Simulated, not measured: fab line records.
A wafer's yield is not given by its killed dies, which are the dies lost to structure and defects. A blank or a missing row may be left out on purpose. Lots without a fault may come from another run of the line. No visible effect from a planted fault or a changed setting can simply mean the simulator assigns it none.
A struck lot beside a sound one / flow gf180mcu / 15 out of 602 route steps
Sound: wafers L255.3, L255.4, L255.6. The struck wafers were L250.2, L250.4. The cause is named last.
For every step that has rows: the tool of each side, followed by ch and its chambers, followed by its first start. Under that, the readings that differ: sound wafers / struck wafers / difference of the means / sigmas: that difference in standard deviations of wafers without a fault.
alike: a reading whose means differ by less than 2 such deviations, as well as words and numbers matching on both sides. not compared: withheld readings; readings where some wafer has no value; bounds like >300 that might hide an equal value; numbers whose values overlap and for which the record gives no deviation.
The two part at a step that has a row with sigmas, a row that says differs or no value, or rows on one side only. When numbers do not overlap yet have no deviation, they are printed without sigmas and do not part them. A reading missing from all wafers of one side parts the sides only when that side holds two or more wafers.

GF_M3_SPUTTER_04: material TiN, target thk 50 nm, time 41.7 s.
  sound on pvd_sputter-02, day 23 13:00; struck on pvd_sputter-01, day 21 20:12
  alike: throttle_valve_pct
GF_M3_RS_MEAS_05: uses a four-point probe to measure.
  sound on film_metro-04, day 23 13:05; struck on film_metro-01, day 21 20:16
  alike: M3_ALCU_RS
GF_M3_THK_MEAS_06: measures by xrf.
  sound on film_metro-04, day 23 13:11; struck on film_metro-01, day 21 20:22
  alike: M3_ALCU_THK
then, 7 steps without rows for these wafers: GF_M3_DEHYDRATE_07 (time 60 s); GF_M3_HMDS_08 (prime time 60 s); GF_M3_COAT_09 (resist thk 1000 nm); GF_M3_SOFTBAKE_10 (time 60 s); GF_M3_EXPOSE_11 (exposes mask Metal3, target cd 280 nm); GF_M3_PEB_12 (peb time 90 s); GF_M3_DEVELOP_13 (develop time 60 s).
GF_M3_CD_MEAS_14: target cd 280 nm.
  sound on cd_sem-02, day 24 10:39; struck on cd_sem-02, day 22 19:44
  alike: cd_nm
GF_M3_OVL_MEAS_15:
  sound on overlay-01, day 24 10:44; struck on overlay-02, day 22 19:51
  alike: M3_OVL
GF_M3_METAL_ETCH_16: etches the open film in Cl2/BCl3, stops on SiO2, target depth 750.8 nm, time 125.1 s.
  sound on rie_metal-04 ch 0,1, day 24 10:49; struck on rie_metal-01 ch 1, day 22 19:53
reading=oes_product_au (a.u.); sound=0.997 1.004 0.991; struck=0.789 0.788; difference=-0.209; sigmas=-27
reading=throttle_valve_pct (%); sound=28.217 28.203 28.230; struck=28.468 28.458; difference=+0.246; sigmas=+21
reading=model.KrF_of_M3_COAT_09.thk_nm (nm); sound=684.9 684.9 680.2; struck=788.3 782.4; difference=+102.0; sigmas=
  alike: bcl3_flow_sccm, drypump_motor_current_A, mfc_cl2_sccm
  not compared: rf_hours_counter_h
GF_M3_STRIP_17: strips in O2/N2.
  sound on plasma_asher-02 ch 0,1, day 24 10:56; struck on plasma_asher-02 ch 0, day 22 20:01
reading=oes_product_au (a.u.); sound=0.537 0.542 0.534; struck=0.582 0.576; difference=+0.041; sigmas=+8
reading=strip_time_to_endpoint_s (s); sound=7.37 7.40 7.32; struck=8.40 8.33; difference=+1.00; sigmas=+16
  alike: drypump_motor_current_A, heater_power_w
  not compared: rf_hours_counter_h
then, 1 step without rows for these wafers: GF_M3_STRIP_18 (strips in post etch residue remover, time 1200 s).

## WHERE THEY PART
Last at GF_M3_STRIP_17 as far as this record goes, first at GF_M3_METAL_ETCH_16.

WHY: what the simulator had put in
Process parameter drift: rie_metal-01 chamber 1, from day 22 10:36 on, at GF_M3_METAL_ETCH_16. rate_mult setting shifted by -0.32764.
